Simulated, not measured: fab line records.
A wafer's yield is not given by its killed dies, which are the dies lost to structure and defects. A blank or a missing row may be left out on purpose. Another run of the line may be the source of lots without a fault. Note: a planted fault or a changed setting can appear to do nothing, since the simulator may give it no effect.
fab line records	flow sky130
[record] lots = 5	wafers = 14	last-day = 50
route steps=708 shown METAL3@563 VIA3@573 METAL4@598 PAD_OPEN@708
lots with no fault: from the same line, run without faults
start-h: hours from the record's first day to the start of the lot's first wafer shown	wait-h: hours elapsed since this lot's preceding step	" as in the row above	L1.1+2: a row that stands for several wafers	- either no value or no given start	* or withheld: withheld	< > ~ a bound
route shown NAME@n: names a module that has steps shown in the file, with the first one's number in the route	usual: mean/standard deviation taken from wafers without a fault	same: alike in all rows	chamber/n: place in a boat	sites: readings site by site	_std_site: the standard deviation of these	_edge_site: inner sites' mean taken away from outer sites' mean	radius-mm: for every site, how far away it sits from the centre of the wafer	mask NAME#n: copy n	behind: tool/chamber where the wafer was last shaped	hold: reason for holding the lot/hours on hold/outcome of the hold	device: which transistor (n, p or np) failed to switch	end of line: the tests these same wafers got at the end of their route	where a step has no rows: the recipe by itself	killed: dies that structure and defects cost at the first sort, which is not the same as the wafer's yield	map: per-die view of a wafer (x killed, . not killed, _ where there is no die)
set.NAME: the setting the step ran with; set.NAME@STEP: the setting that earlier step ran with	model.NAME: the simulator's own value behind a step, which no gauge read
certain route steps with their lots: each step a table, each wafer a row
services: the hour from which a tool's chamber was out of use, counted from the record's first day as start-h (under 0 if before that day), plus the number of hours and why
[[steps]]
[step SKY_METAL3_CD_MEAS_13]
[recipe] target-cd-nm = 300
[usual] cd-nm = 300.4/1.3
lot.wafer	tool	chamber	start-h	wait-h	cd-nm
L570.4	cd-sem-02	-	961.74	-	301.4
L570.5	"	-	"	"	302.6
L570.6	"	-	"	"	302.4
L572.1	cd-sem-02	-	963.78	-	300.2
L572.5	"	-	"	"	300.5
L572.6	"	-	"	"	300.7
L578.1	cd-sem-02	-	1002.00	-	300.4
L578.2	"	-	"	"	300.4
L578.6	"	-	"	"	299.7
L583.1	cd-sem-02	-	1024.93	-	299.4
L583.2	"	-	"	"	299.8
L588.1	cd-sem-01	-	1057.35	-	301.9
L588.5	"	-	"	"	301.4
L588.6	"	-	"	"	301.8
[step SKY_METAL3_OVL_MEAS_14]
[usual] METAL3_OVL = 3/5.1
lot.wafer	tool	chamber	start-h	wait-h	METAL3_OVL[nm]
L570.4	overlay-01	-	961.82	0.1	12
L570.5	"	-	"	"	6
L570.6	"	-	"	"	15
L572.1	overlay-02	-	963.90	0.1	10
L572.5	"	-	"	"	5
L572.6	"	-	"	"	9
L578.1	overlay-01	-	1002.12	0.1	-6
L578.2	"	-	"	"	3
L578.6	"	-	"	"	9
L583.1	overlay-02	-	1025.05	0.1	5
L583.2	"	-	"	"	9
L588.1	overlay-01	-	1057.47	0.1	3
L588.5	"	-	"	"	-2
L588.6	"	-	"	"	1
[step SKY_METAL3_DESCUM_15]
[recipe] chemistry = O2	source-power-w = 150	bias-power-w = 0	pressure-mtorr = 10	temp-c = 40	time-s = 8
[step SKY_METAL3_ETCH_16]
[recipe] chemistry = N2/H2	target = BARC	ion-energy-ev = 200	bias-w = 100	pressure-mtorr = 30	n2-flow-sccm = 100	h2-flow-sccm = 200	icp-w = 500	stop-on = SiO2	time-s = 88.2	target-depth-a = 600
[step SKY_METAL3_ETCH_17]
[recipe] target = SiO2	stop-on = TiN	chemistry = C4F8/O2/Ar	source-w = 1500	bias-w = 1200	pressure-mtorr = 40	c4f8-flow-sccm = withheld	O2_flow_sccm = 6	Ar_flow_sccm = 300	time-s = 3.9	target-depth-a = 150
[usual] oes-product-au = 0.752/0.0077
lot.wafer	tool	chamber	start-h	wait-h	oes-product-au	rf-hours-counter-h
L570.4	rie-diel-01	1	961.97	0.0	0.756	14
L570.5	"	3	"	"	0.757	-
L570.6	"	2	"	"	0.752	-
L572.1	rie-diel-01	3	964.20	0.2	0.742	16
L572.5	"	1	"	"	0.744	-
L572.6	"	0	"	"	0.760	-
L578.1	rie-diel-04	0	1002.28	0.1	0.746	24
L578.2	"	3	"	"	0.749	21
L578.6	"	3	"	"	0.760	-
L583.1	rie-diel-01	1	1025.22	0.1	0.740	15
L583.2	"	0	"	"	0.757	20
L588.1	rie-diel-04	3	1057.64	0.1	0.757	23
L588.5	"	2	"	"	0.768	-
L588.6	"	1	"	"	0.754	-
[step SKY_METAL3_METAL_ETCH_18]
[recipe] target-depth-a = 8450	stop-on = SiO2	over-etch-frac = 0.3	time-s = 183.1	chemistry = Cl2/BCl3	resist-sidewall-deg = 88	pressure-mtorr = 10	icp-w = 900	bias-w = 48.5	Cl2_flow_sccm = 60	bcl3-flow-sccm = 30
[step SKY_METAL3_STRIP_19]
[recipe] chemistry = O2/N2	power-w = 1400	pressure-mtorr = 1500	platen-temp-c = withheld	o2-flow-sccm = 3000	n2-flow-sccm = 300	overash-fraction = 0.5
[step SKY_METAL3_STRIP_20]
[recipe] chemistry = post-etch-residue-remover	time-s = 1200	temp-c = 72.5
[step SKY_METAL3_CLEAN_21]
[recipe] chemistry = IPA	time-s = 180	temp-c = 25
[step SKY_METAL3_CLEAN_22]
[recipe] chemistry = O3/DIW	dry = n2-spin
[step SKY_VIA3_HDPCVD_00]
[recipe] material = SiO2	target-thk-nm = 1635	sigma-open-frac = 0.3	time-s = 272.5	temp-c = 400	sih4-flow-sccm = 60	pressure-mtorr = 6
[step SKY_VIA3_THK_MEAS_01]
[recipe] reads = SiO2_of_VIA3_HDPCVD_00
[usual] VIA3_HDPCVD_THK = 1638/20
lot.wafer	tool	chamber	start-h	wait-h	VIA3_HDPCVD_THK[nm]
L570.4	film-metro-03	-	962.96	0.0	1643
L570.5	"	-	"	"	1656
L570.6	"	-	"	"	1653
L572.1	film-metro-01	-	965.28	0.1	1659
L572.5	"	-	"	"	1653
L572.6	"	-	"	"	1664
L578.1	film-metro-03	-	1003.24	0.1	1634
L578.2	"	-	"	"	1627
L578.6	"	-	"	"	1626
L583.1	film-metro-01	-	1026.17	0.1	1619
L583.2	"	-	"	"	1597
L588.1	film-metro-03	-	1058.59	0.1	1650
L588.5	"	-	"	"	1681
L588.6	"	-	"	"	1647
[step SKY_VIA3_CMP_02]
[recipe] material = SiO2	down-force-psi = 4	platen-rpm = 60	pad-velocity-m-s = 0.94248
[usual] motor-current-A = 11.8/1.1
lot.wafer	tool	chamber	start-h	wait-h	motor-current-A	model.SiO2_of_VIA3_HDPCVD_00.thk-nm
L570.4	cmp-01	0	963.15	0.2	11.3	465.7
L570.6	"	1	"	"	11.8	464.8
L570.5	"	2	"	"	11.1	465.8
L572.1	cmp-02	3	965.34	0.1	10.9	466
L572.5	"	3	"	"	11.5	465.4
L572.6	"	0	"	"	12.5	467.1
L578.2	cmp-01	3	1003.30	0.0	12.4	464.7
L578.1	"	1	"	"	11.9	465.6
L578.6	"	3	"	"	12.4	463.9
L583.1	cmp-02	2	1026.37	0.2	10.4	464.5
L583.2	"	1	"	"	14.0	863
L588.1	cmp-01	2	1058.70	0.1	11.5	466.2
L588.5	"	1	"	"	11.3	464.4
L588.6	"	2	"	"	11.3	464.5
[step SKY_VIA3_BOW_MEAS_03]
[recipe] mode = bow
[usual] VIA3_BOW = 78/7.2
lot.wafer	tool	chamber	start-h	wait-h	VIA3_BOW[um]
L570.4	film-metro-01	-	963.37	0.2	80
L570.5	"	-	"	"	85
L570.6	"	-	"	"	86
L572.1	film-metro-03	-	965.64	0.2	75
L572.5	"	-	"	"	69
L572.6	"	-	"	"	76
L578.1	film-metro-03	-	1003.60	0.1	76
L578.2	"	-	"	"	71
L578.6	"	-	"	"	68
L583.1	film-metro-02	-	1026.67	0.2	73
L583.2	"	-	"	"	99
L588.1	film-metro-02	-	1058.95	0.2	68
L588.5	"	-	"	"	81
L588.6	"	-	"	"	81
[step SKY_VIA3_DEHYDRATE_04]
[recipe] temp-c = 200	time-s = 60
[step SKY_VIA3_HMDS_05]
[recipe] prime-time-s = 60	prime-temp-c = 120
[step SKY_VIA3_COAT_06]
[recipe] resist = BARC	temp-c = withheld	time-s = withheld	spin-rpm = 3000	resist-thk-nm = 60
[step SKY_VIA3_COAT_07]
[recipe] resist = KrF-thick	spin-rpm = 3000	resist-thk-nm = 450
[step SKY_VIA3_SOFTBAKE_08]
[recipe] temp-c = 100	time-s = 90	resist = KrF-thick
[step SKY_VIA3_EXPOSE_09]
[recipe] mask-id = VIM3	na = 0.8	source-shape = annular	sigma-inner = 0.55	sigma-outer = 0.85	target-cd-nm = 200	dose-mj = 38
[step SKY_VIA3_PEB_10]
[recipe] peb-temp-c = withheld	peb-time-s = withheld	resist = KrF-thick
[step SKY_VIA3_DEVELOP_11]
[recipe] develop-time-s = 60	resist = KrF-thick	dev-temp-c = 21
[step SKY_VIA3_CD_MEAS_12]
[recipe] target-cd-nm = 200
[usual] cd-nm = 200.5/1.3
lot.wafer	tool	chamber	start-h	wait-h	cd-nm
L570.4	cd-sem-02	-	986.74	-	199.2
L570.5	"	-	"	"	198.8
L570.6	"	-	"	"	199.9
L572.1	cd-sem-01	-	988.66	-	200.2
L572.5	"	-	"	"	200.2
L572.6	"	-	"	"	198.9
L578.1	cd-sem-01	-	1026.56	-	200.8
L578.2	"	-	"	"	201.6
L578.6	"	-	"	"	201.3
L583.1	cd-sem-01	-	1049.06	-	200.1
L583.2	"	-	"	"	200.7
L588.1	cd-sem-02	-	1080.13	-	202.5
L588.5	"	-	"	"	202.1
L588.6	"	-	"	"	201.5
[step SKY_VIA3_OVL_MEAS_13]
[usual] VIA3_OVL = 3/5.3
lot.wafer	tool	chamber	start-h	wait-h	VIA3_OVL[nm]
L570.4	overlay-01	-	986.82	0.1	9
L570.5	"	-	"	"	7
L570.6	"	-	"	"	4
L572.1	overlay-02	-	988.78	0.1	4
L572.5	"	-	"	"	-6
L572.6	"	-	"	"	-6
L578.1	overlay-01	-	1026.68	0.1	-7
L578.2	"	-	"	"	-5
L578.6	"	-	"	"	-7
L583.1	overlay-02	-	1049.18	0.1	-1
L583.2	"	-	"	"	4
L588.1	overlay-02	-	1080.25	0.1	3
L588.5	"	-	"	"	1
L588.6	"	-	"	"	3
[step SKY_VIA3_ETCH_14]
[recipe] chemistry = N2/H2	target = BARC	ion-energy-ev = 200	source-w = 500	bias-w = 100	pressure-mtorr = 30	n2-flow-sccm = 100	h2-flow-sccm = 200	stop-on = SiO2	time-s = 45.9	target-depth-a = 600
[usual] drypump-motor-current-A = 6.0/0.35	oes-product-au = 0.855/0.005	throttle-valve-pct = 13.224/0.0089
lot.wafer	tool	chamber	start-h	wait-h	drypump-motor-current-A	oes-product-au	rf-hours-counter-h	throttle-valve-pct
L570.4	rie-diel-04	3	986.84	0.0	5.9	0.850	21	13.229
L570.5	"	2	"	"	5.6	0.854	-	13.231
L570.6	"	3	"	"	5.9	0.852	-	13.212
L572.1	rie-diel-04	1	988.82	0.0	6.0	0.857	25	13.243
L572.5	"	2	"	"	5.6	0.854	-	13.226
L572.6	"	3	"	"	5.9	0.862	-	13.211
L578.1	rie-diel-03	3	1026.72	0.0	6.2	0.851	12	13.232
L578.2	"	0	"	"	5.5	0.852	13	13.221
L578.6	"	2	"	"	5.7	0.853	-	13.229
L583.1	rie-diel-01	3	1049.22	0.0	5.8	0.847	18	13.237
L583.2	"	1	"	"	6.6	0.861	16	13.234
L588.1	rie-diel-04	0	1080.29	0.0	6.6	0.855	27	13.230
L588.5	"	2	"	"	5.6	0.872	-	13.231
L588.6	"	1	"	"	6.0	0.854	-	13.213
[step SKY_VIA3_ETCH_15]
[recipe] target = SiO2	chemistry = C4F8/O2/Ar	target-depth-nm = 507	stop-on = TiN	mask-material = KrF-thick	source-w = 1500	bias-w = 1200	pressure-mtorr = 40	c4f8-flow-sccm = withheld	O2_flow_sccm = 6	Ar_flow_sccm = 300	time-s = 78
[usual] oes-product-au = 0.947/0.0047
lot.wafer	tool	chamber	start-h	wait-h	oes-product-au	rf-hours-counter-h	model.etch.depth-nm	model.VIA3.feature-depth-nm
L570.4	rie-diel-04	3	986.88	0.0	0.951	21	465.7	465.7
L570.5	"	2	"	"	0.948	-	465.8	465.8
L570.6	"	3	"	"	0.946	-	464.8	464.8
L572.1	rie-diel-04	1	988.86	0.0	0.946	25	466	466
L572.5	"	2	"	"	0.943	-	465.4	465.4
L572.6	"	3	"	"	0.951	-	467.1	467.1
L578.1	rie-diel-03	3	1026.76	0.0	0.944	12	465.6	465.6
L578.2	"	0	"	"	0.945	13	464.7	464.7
L578.6	"	2	"	"	0.944	-	463.9	463.9
L583.1	rie-diel-01	3	1049.26	0.0	0.944	18	464.5	464.5
L583.2	"	1	"	"	1.012	16	510.7	510.7
L588.1	rie-diel-04	0	1080.33	0.0	0.950	27	466.2	466.2
L588.5	"	2	"	"	0.941	-	464.4	464.4
L588.6	"	1	"	"	0.948	-	464.5	464.5
[step SKY_VIA3_STRIP_16]
[recipe] chemistry = O2/N2	power-w = 1400	pressure-mtorr = 1500	platen-temp-c = withheld	o2-flow-sccm = 3000	n2-flow-sccm = 300	overash-fraction = 0.5
[step SKY_VIA3_STRIP_17]
[recipe] chemistry = post-etch-residue-remover	time-s = 1200	temp-c = 72.5
[step SKY_VIA3_CLEAN_18]
[recipe] chemistry = IPA	time-s = 180	temp-c = 25
[step SKY_VIA3_CLEAN_19]
[recipe] chemistry = O3/DIW	dry = n2-spin
[step SKY_VIA3_SPUTTER_20]
[recipe] material = TiN	target-thk-nm = 20	chamber-pressure-pa = 5	power-w = 4000	time-s = 80
[usual] throttle-valve-pct = 29.9/0.75
lot.wafer	tool	chamber	start-h	wait-h	throttle-valve-pct
L570.4	pvd-sputter-02	-	987.56	0.0	29.8
L570.5	"	-	"	"	29.5
L570.6	"	-	"	"	30.9
L572.1	pvd-sputter-02	-	989.51	0.0	29.6
L572.5	"	-	"	"	30.6
L572.6	"	-	"	"	29.9
L578.1	pvd-sputter-02	-	1027.41	0.0	28.7
L578.2	"	-	"	"	29.8
L578.6	"	-	"	"	29.9
L583.1	pvd-sputter-01	-	1049.92	0.0	28.9
L583.2	"	-	"	"	28.8
L588.1	pvd-sputter-04	-	1081.03	0.0	29.4
L588.5	"	-	"	"	30.8
L588.6	"	-	"	"	29.6
[step SKY_VIA3_CVD_21]
[recipe] material = W	target-thk-nm = 390	time-s = 117.31	temp-c = 400	pressure-torr = 40
[usual] heater-power-w = 789/88
lot.wafer	tool	chamber	start-h	wait-h	heater-power-w
L570.4	cvd-w-01	0	987.63	0.0	645
L570.5	"	0	"	"	647
L570.6	"	1	"	"	764
L572.1	cvd-w-01	0	989.57	0.0	647
L572.5	"	0	"	"	650
L572.6	"	1	"	"	764
L578.1	cvd-w-02	0	1027.47	0.0	803
L578.2	"	1	"	"	902
L578.6	"	1	"	"	884
L583.1	cvd-w-01	1	1049.98	0.0	777
L583.2	"	0	"	"	647
L588.1	cvd-w-02	1	1081.09	0.0	911
L588.5	"	1	"	"	892
L588.6	"	0	"	"	816
[step SKY_VIA3_CMP_24]
[recipe] stop-on = SiO2	t-overpolish-s = 20	down-force-psi = 3.5	platen-rpm = 60	target-thk-nm = 0	pad-velocity-m-s = 0.94248
[usual] motor-current-A = 10.9/1.2
lot.wafer	tool	chamber	start-h	wait-h	motor-current-A	model.SiO2_of_VIA3_HDPCVD_00.thk-nm
L570.4	cmp-01	0	988.04	0.2	11.1	461.3
L570.6	"	1	"	"	10.5	460.4
L570.5	"	2	"	"	10.7	461.4
L572.1	cmp-02	1	990.02	0.2	12.3	461.6
L572.6	"	2	"	"	8.6	462.7
L572.5	"	3	"	"	10.7	461
L578.1	cmp-02	3	1028.05	0.3	10.6	461.2
L578.2	"	1	"	"	12.6	460.3
L578.6	"	3	"	"	10.4	459.5
L583.2	cmp-02	0	1050.33	0.1	12.0	858.6
L583.1	"	1	"	"	12.8	460.1
L588.1	cmp-01	3	1081.60	0.2	12.1	461.9
L588.5	"	2	"	"	10.8	460
L588.6	"	3	"	"	11.4	460.1
[step SKY_METAL4_SPUTTER_00]
[recipe] material = Ti	target-thk-nm = 15	power-w = 3000	time-s = 10	chamber-pressure-pa = 0.4
[usual] throttle-valve-pct = 29.3/0.93
lot.wafer	tool	chamber	start-h	wait-h	throttle-valve-pct
L570.4	pvd-sputter-01	-	988.19	0.1	29.2
L570.5	"	-	"	"	29.4
L570.6	"	-	"	"	29.3
L572.1	pvd-sputter-02	-	990.17	0.1	29.8
L572.5	"	-	"	"	29.8
L572.6	"	-	"	"	29.8
L578.1	pvd-sputter-03	-	1028.35	0.2	29.3
L578.2	"	-	"	"	29.7
L578.6	"	-	"	"	27.0
L583.1	pvd-sputter-03	-	1050.58	0.1	27.4
L588.1	pvd-sputter-03	-	1081.85	0.2	27.1
L588.5	"	-	"	"	29.4
L588.6	"	-	"	"	27.5
[step SKY_PAD_OPEN_PROBE_99]
[usual] defect-limited-yield = 82.5/1.9	killed_at_M0_to_M3 = 43/6.8	killed_at_M4_up = 3.0/1.6	killed-at-contacts = 25/6	killed-at-front-end = 15/4.4	killed-at-other = 0.3/0.52	killed-dies = 86/9.6	killed-on-rim = 17/3.5	killed-open = 47/6.7	killed-short = 39/6.8	sort_bin_3_pad_short = 0.9/0.43	sort_bin_5_function = 10.3/1.5	sort_bin_6_memory = 6.3/1.1	sort-n-pass = 406/9.6	sort-yield-pct = 82.5/1.9
[same] gross-dies = 492	killed-at-back-side = 0	sort_bin_4_leakage[%] = 0	sort_bin_8_speed[%] = 0
lot.wafer	tool	chamber	start-h	wait-h	defect-limited-yield[%]	killed_at_M0_to_M3	killed_at_M4_up	killed-at-contacts	killed-at-front-end	killed-at-other	killed-dies	killed-on-rim	killed-open	killed-short	sort_bin_3_pad_short[%]	sort_bin_5_function[%]	sort_bin_6_memory[%]	sort-n-pass	sort-yield-pct[%]
L570.4	prober-02	-	1126.96	0.2	79.7	43	3	37	16	1	100	21	54	45	1.2	12.2	6.9	392	79.7
L570.5	prober-02	-	1127.01	0.2	83.1	37	3	28	15	0	83	18	48	35	0.8	8.7	7.3	409	83.1
L570.6	prober-02	-	1127.06	0.2	81.3	43	1	32	16	0	92	27	59	33	1.6	10.8	6.3	400	81.3
L572.1	prober-01	-	1127.74	0.1	79.5	47	2	32	20	0	101	18	55	45	0.6	13.6	6.3	391	79.5
L572.5	prober-01	-	1127.94	0.2	81.5	44	5	24	17	1	91	16	51	39	1.0	12.2	5.3	401	81.5
L572.6	prober-01	-	1127.99	0.2	82.9	41	1	29	12	1	84	20	49	32	1.6	9.1	6.3	408	82.9
L578.1	prober-01	-	1158.30	0.1	81.3	38	4	37	13	0	92	13	48	44	0.8	11.6	6.3	400	81.3
L578.2	prober-01	-	1158.35	0.1	80.5	46	4	31	15	0	96	21	52	44	0.8	10.8	7.9	396	80.5
L578.6	prober-01	-	1158.55	0.2	82.9	42	3	24	15	0	84	18	44	40	0.6	8.3	8.1	408	82.9
L583.1	prober-02	-	1176.82	0.1	83.1	49	4	21	9	0	83	20	42	41	1.0	8.9	6.9	409	83.1
L583.2	prober-02	-	1176.87	0.1	0	444	2	29	16	1	492	96	45	40	0.8	93.1	6.1	0	0
L588.1	prober-01	-	1199.55	0.1	80.1	55	1	21	21	0	98	21	57	38	0.6	13.0	6.3	394	80.1
L588.5	prober-01	-	1199.75	0.2	79.7	45	2	31	22	0	100	17	52	48	1.0	12.6	6.7	392	79.7
L588.6	prober-01	-	1199.80	0.2	81.1	47	4	34	8	0	93	20	54	36	0.6	11.6	6.7	399	81.1
// killed by level:class
L570.4 CONTACT:geometric-particle:open=12 VIA1:geometric-particle:open=9 VIA1:geometric-particle:short=9 LI_CONTACT:geometric-particle:open=8 CONTACT:geometric-particle:short=8 LI_CONTACT:geometric-particle:short=5 VIA2:geometric-particle:open=5 FIELD_ISO:geometric-particle:open=4
L570.5 VIA1:geometric-particle:open=9 LI_CONTACT:geometric-particle:open=8 CONTACT:geometric-particle:open=7 VIA3:geometric-particle:open=7 FIELD_ISO:geometric-particle:open=5 VIA2:geometric-particle:open=5 CONTACT:geometric-particle:short=5 METAL1:geometric-particle:short=5
L570.6 CONTACT:geometric-particle:open=14 VIA3:geometric-particle:open=9 VIA1:geometric-particle:open=9 LI_CONTACT:geometric-particle:short=8 LI_CONTACT:geometric-particle:open=7 FIELD_ISO:geometric-particle:open=5 VIA2:geometric-particle:open=5 FIELD_ISO:geometric-particle:short=4
L572.1 LI_CONTACT:geometric-particle:open=12 VIA1:geometric-particle:open=11 VIA2:geometric-particle:open=9 LOCAL_INTERCONNECT:geometric-particle:short=8 METAL2:geometric-particle:short=7 VIA3:geometric-particle:open=7 FIELD_ISO:geometric-particle:short=6 POLY_GATE:geometric-particle:short=5
L572.5 CONTACT:geometric-particle:open=11 VIA1:geometric-particle:open=10 METAL2:geometric-particle:short=7 VIA2:geometric-particle:open=7 FIELD_ISO:geometric-particle:open=6 CONTACT:geometric-particle:short=6 FIELD_ISO:geometric-particle:short=3 POLY_GATE:geometric-particle:open=3
L572.6 CONTACT:geometric-particle:open=11 FIELD_ISO:geometric-particle:open=6 LI_CONTACT:geometric-particle:open=6 VIA1:geometric-particle:open=6 VIA2:geometric-particle:open=6 VIA3:geometric-particle:open=6 METAL1:geometric-particle:short=5 VIA1:geometric-particle:short=5
L578.1 CONTACT:geometric-particle:open=11 VIA1:geometric-particle:open=10 LI_CONTACT:geometric-particle:open=9 CONTACT:geometric-particle:short=6 VIA1:geometric-particle:short=6 LOCAL_INTERCONNECT:geometric-particle:short=5 VIA3:geometric-particle:open=5 FIELD_ISO:geometric-particle:short=4
L578.2 CONTACT:geometric-particle:open=11 VIA3:geometric-particle:open=9 VIA1:geometric-particle:open=7 CONTACT:geometric-particle:short=7 POLY_GATE:geometric-particle:open=6 METAL3:geometric-particle:short=6 LI_CONTACT:geometric-particle:open=5 LOCAL_INTERCONNECT:geometric-particle:short=5
L578.6 VIA1:geometric-particle:open=11 CONTACT:geometric-particle:open=7 METAL2:geometric-particle:short=7 LOCAL_INTERCONNECT:geometric-particle:short=6 VIA2:geometric-particle:open=6 METAL1:geometric-particle:short=5 POLY_GATE:geometric-particle:short=4 LI_CONTACT:geometric-particle:open=4
L583.1 VIA1:geometric-particle:open=10 CONTACT:geometric-particle:open=6 VIA2:geometric-particle:open=6 METAL1:geometric-particle:short=5 METAL2:geometric-particle:short=5 VIA3:geometric-particle:open=5 VIA2:geometric-particle:short=4 CONTACT:geometric-particle:short=4
L583.2 VIA3:area-etch=406 VIA1:geometric-particle:open=10 LI_CONTACT:geometric-particle:open=9 CONTACT:geometric-particle:open=8 FIELD_ISO:geometric-particle:short=7 METAL2:geometric-particle:short=6 VIA3:geometric-particle:open=6 METAL1:geometric-particle:short=5
L588.1 VIA1:geometric-particle:open=17 VIA3:geometric-particle:open=11 VIA1:geometric-particle:short=8 LI_CONTACT:geometric-particle:open=7 CONTACT:geometric-particle:open=7 POLY_GATE:geometric-particle:open=5 METAL1:geometric-particle:short=4 LOCAL_INTERCONNECT:geometric-particle:short=4
L588.5 VIA1:geometric-particle:open=11 LI_CONTACT:geometric-particle:open=9 POLY_GATE:geometric-particle:short=7 CONTACT:geometric-particle:short=7 CONTACT:geometric-particle:open=7 FIELD_ISO:geometric-particle:open=5 POLY_GATE:geometric-particle:open=5 VIA1:geometric-particle:short=5
L588.6 VIA1:geometric-particle:open=16 CONTACT:geometric-particle:open=15 VIA3:geometric-particle:open=6 LI_CONTACT:geometric-particle:short=6 VIA2:geometric-particle:open=6 LI_CONTACT:geometric-particle:open=5 METAL2:geometric-particle:short=5 METAL3:geometric-particle:short=4
// map L583.2 (x killed, . not)
__________xxxxxxxxxx_________
________xxxxxxxxxxxxxx_______
______xxxxxxxxxxxxxxxxxx_____
_____xxxxxxxxxxxxxxxxxxxx____
____xxxxxxxxxxxxxxxxxxxxxx___
___xxxxxxxxxxxxxxxxxxxxxxxx__
__xxxxxxxxxxxxxxxxxxxxxxxxxx_
_xxxxxxxxxxxxxxxxxxxxxxxxxxxx
_xxxxxxxxxxxxxxxxxxxxxxxxxxxx
_xxxxxxxxxxxxxxxxxxxxxxxxxxxx
_xxxxxxxxxxxxxxxxxxxxxxxxxxxx
_xxxxxxxxxxxxxxxxxxxxxxxxxxxx
_xxxxxxxxxxxxxxxxxxxxxxxxxxxx
_xxxxxxxxxxxxxxxxxxxxxxxxxxxx
_xxxxxxxxxxxxxxxxxxxxxxxxxxxx
__xxxxxxxxxxxxxxxxxxxxxxxxxx_
___xxxxxxxxxxxxxxxxxxxxxxxx__
____xxxxxxxxxxxxxxxxxxxxxx___
_____xxxxxxxxxxxxxxxxxxxx____
______xxxxxxxxxxxxxxxxxx_____
________xxxxxxxxxxxxxx_______
__________xxxxxxxxxx_________
// map L572.1 (x killed, . not)
__________.....xx..._________
________.x.x.x..x....x_______
______xx...x.xx.....x..._____
_____x...x..x...x.x......____
____...........xxx........___
___................x.......__
__..x.................xx...._
_............x......xx...x...
_..............x.............
_......x...x..x.....x......x.
_......xx..x....x....x...x.x.
_..x......x.xx...x........x..
_........x.....x...x...x.x...
_x......x.....x.x..x...x..x..
_......xx...x...x..x..x.x....
__.xx........x.x.x..x.x....._
___.xx.xx........xx.xx...x.__
____x.......x.x.....xx...x___
_____......x.......x.x.x.____
______..........x..x..x._____
________...x......xx.x_______
__________..x......._________
[[services]]
tool	chamber	start-h	hours	kind
cvd-w-01	1	955.20	10.8	repair
cvd-w-02	-	962.91	0.6	repair
rie-diel-04	3	966.24	6.9	repair
rie-diel-04	1	993.94	7.2	repair
rie-diel-04	-	999.06	0.7	repair
pvd-sputter-04	-	1029.32	9.2	repair
cvd-w-01	1	1038.13	1.4	repair
rie-diel-03	-	1073.55	1.0	repair
rie-diel-03	3	1076.25	5.1	repair
cmp-02	-	1077.02	0.2	repair
cmp-02	-	1077.90	8.1	repair
[[key]]
[first-sign] step = SKY_VIA3_ETCH_15	reading = oes-product-au	direction = up	sigmas = 14	usual = 0.947	struck = 1.012
[effect] step = SKY_PAD_OPEN_PROBE_99	reading = killed_at_M0_to_M3	direction = up	sigmas = 59	usual = 43	struck = 444
[model-effect] step = SKY_VIA3_CMP_02	value = SiO2_of_VIA3_HDPCVD_00.thk-nm	without = 467	struck = 863
[model-effect] step = SKY_VIA3_ETCH_15	value = etch.depth-nm	without = 467	struck = 510.7
[model-effect] step = SKY_VIA3_CMP_24	value = SiO2_of_VIA3_HDPCVD_00.thk-nm	without = 462.6	struck = 858.6
[more-kills-born-at] SKY_VIA3_ETCH_15@rie-diel-01 = 406
met-at SKY_VIA3_CMP_02
struck-wafers L583.2
later-rows-left-out L583.2
onset-between 965.34 1026.37
[fault] kind = process-parameter-drift	tool = cmp-02	chamber = -	onset-h = 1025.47	steps = SKY_VIA3_CMP_02	channel = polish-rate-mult	offset = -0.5	shape = step	end-h = 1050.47	scope = struck-wafers-only
// later-rows-left-out: the simulator's readings of these wafers behind a module that went badly wrong aren't trusted and aren't shown, but for the sort
